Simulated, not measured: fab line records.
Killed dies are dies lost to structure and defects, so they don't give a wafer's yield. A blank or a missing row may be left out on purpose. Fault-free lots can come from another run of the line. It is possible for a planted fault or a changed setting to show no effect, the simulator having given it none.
A struck lot beside a sound one    flow sky130    26 steps out of a route of 708
Sound: the wafers L539.3, L539.4, L539.6. Struck: wafer L542.4 (left out: L542.1, L542.3 of the same lot, which were not struck); the cause appears at the end.
Per side, at each step with rows, come the tool, then ch with its chambers, and then its first start. Under that, the readings that differ: sound wafers    struck wafers    difference of the means    sigmas: that difference in standard deviations of wafers without a fault.
alike: same words and numbers on both sides, and readings whose means sit less than 2 such deviations apart. not compared: any withheld reading, any reading some wafer has no value for, any bound like >300 that may hide the same value, and any number with overlapping values for which the record gives no deviation.
Wherever a step has rows on one side only, a row that says differs or no value, or a row with sigmas, the two part there. Numbers that don't overlap but have no deviation are shown without sigmas and don't part them. A reading that every wafer of one side lacks parts them only if that side has two wafers or more.

first, 6 steps without rows for these wafers: SKY_SD_N_IMPLANT_10; SKY_SD_N_STRIP_11 (strips in O2/N2); SKY_SD_N_CLEAN_13 (cleans in SC1/SC2, time 150 s); SKY_SD_N_RTA_14 (time 2 s); SKY_SALICIDE_CLEAN_00 (cleans in HF-last, time 30 s); SKY_LI_CONTACT_HDPCVD_00 (deposits PSG, target thk 930 nm, time 155 s).
SKY_LI_CONTACT_CMP_02: polishes PSG.
  sound on cmp-01 ch 0,2,3, day 29 09:30; struck on cmp-01 ch 3, day 30 13:31
reading                                        sound              struck  difference  sigmas
time-to-endpoint-s (s)                         35.6 36.1 34.4     43.6    +8.2        +4
model.PSG_of_LI_CONTACT_HDPCVD_00.thk-nm (nm)  598.5 598.7 598.5  494.8   -103.8      
  alike: motor-current-A
then, 9 steps without rows for these wafers: SKY_LI_CONTACT_DEHYDRATE_04 (time 60 s); SKY_LI_CONTACT_HMDS_05 (prime time 60 s); SKY_LI_CONTACT_COAT_06 (resist thk 60 nm); SKY_LI_CONTACT_COAT_07 (resist thk 450 nm); SKY_LI_CONTACT_SOFTBAKE_08 (time 90 s); SKY_LI_CONTACT_EXPOSE_09 (exposes mask LICM1, target cd 170 nm); SKY_LI_CONTACT_PEB_10; SKY_LI_CONTACT_DEVELOP_11 (develop time 60 s); SKY_LI_CONTACT_ETCH_14 (etches BARC in N2/H2, stops on SiO2, time 45.9 s, target depth 60 nm).
SKY_LI_CONTACT_ETCH_15: etches PSG in C4F8/O2/Ar, stops on Si, target depth 600 nm.
  sound on rie-diel-02 ch 2,3, day 30 12:27; struck on rie-diel-03 ch 2, day 31 17:32
reading                                 sound              struck  difference  sigmas
oes-product-au (a.u.)                   0.838 0.842 0.836  0.756   -0.083      -19
model.etch.depth-nm (nm)                598.5 598.7 598.5  494.8   -103.8      
model.LI_CONTACT.feature-depth-nm (nm)  598.5 598.7 598.5  494.8   -103.8      
  alike: chamber-pressure-mTorr
then, 6 steps without rows for these wafers: SKY_LI_CONTACT_STRIP_16 (strips in O2/N2); SKY_LI_CONTACT_CLEAN_17 (cleans in NMP, time 600 s); SKY_LI_CONTACT_PRE_CLEAN_18 (time 5.6 s); SKY_LI_CONTACT_SPUTTER_19 (material Ti, target thk 20 nm, time 106.37 s); SKY_LI_CONTACT_SPUTTER_20 (material TiN, target thk 20 nm, time 80 s); SKY_LI_CONTACT_CVD_21 (deposits W, target thk 400 nm, time 120.56 s).
SKY_LI_CONTACT_CMP_24: polishes, stops on PSG, t overpolish 20 s, target thk 0 nm.
  sound on cmp-02 ch 0,2, day 30 13:23; struck on cmp-01 ch 0, day 31 18:21
reading                                        sound          struck  difference  sigmas
model.PSG_of_LI_CONTACT_HDPCVD_00.thk-nm (nm)  589 589.2 589  485.3   -103.8      
  alike: motor-current-A
then, 1 step without rows for these wafers: SKY_LOCAL_INTERCONNECT_SPUTTER_00 (material TiN, target thk 100 nm, time 83.3 s).
-- here the record skips 16 days between the struck wafers' starts before and after, leaving off in module LOCAL_INTERCONNECT and picking up in module PAD_OPEN (first step shown: number 708 of the route) --
SKY_PAD_OPEN_PROBE_99:
  struck on prober-01, day 47 16:33; sound on prober-02, day 46 19:12
reading                                  sound              struck  difference  sigmas
model.etest.licon-pdiff.rc-ohm           598.8 600.1 571.1  548.9   -41.1       
model.etest.cap-li-to-poly.c-af-um2      94.05 98.39 96.3   140.3   +44.1       
model.etest.licon-high-po.rc-ohm         345.1 356.4 346.9  324     -25         
model.etest.licon-ndiff.rc-ohm           187.7 181.4 187.2  160.1   -25.3       
model.etest.sonos-uncharged.r-on-ohm-um  802.7 802.5 816.2  796     -11         
model.etest.licon-poly.rc-ohm            154.2 150.9 154.4  141.6   -11.6       
model.etest.cap-li-to-well.c-af-um2      36.44 37.14 36.57  40.8    +4.1        
  alike: killed_at_M0_to_M3, killed_at_M4_up, killed-at-contacts, killed-at-front-end, killed-at-other, killed-dies, killed-open, killed-short

WHERE THEY PART
First at SKY_LI_CONTACT_CMP_02; last, within this record, at SKY_LI_CONTACT_ETCH_15. Later steps at which nothing parts them and some readings are alike: SKY_LI_CONTACT_CMP_24, SKY_PAD_OPEN_PROBE_99.

WHY: what the simulator had put in
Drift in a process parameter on cmp-01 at SKY_LI_CONTACT_CMP_02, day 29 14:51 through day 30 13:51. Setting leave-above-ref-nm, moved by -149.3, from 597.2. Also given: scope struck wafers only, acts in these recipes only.
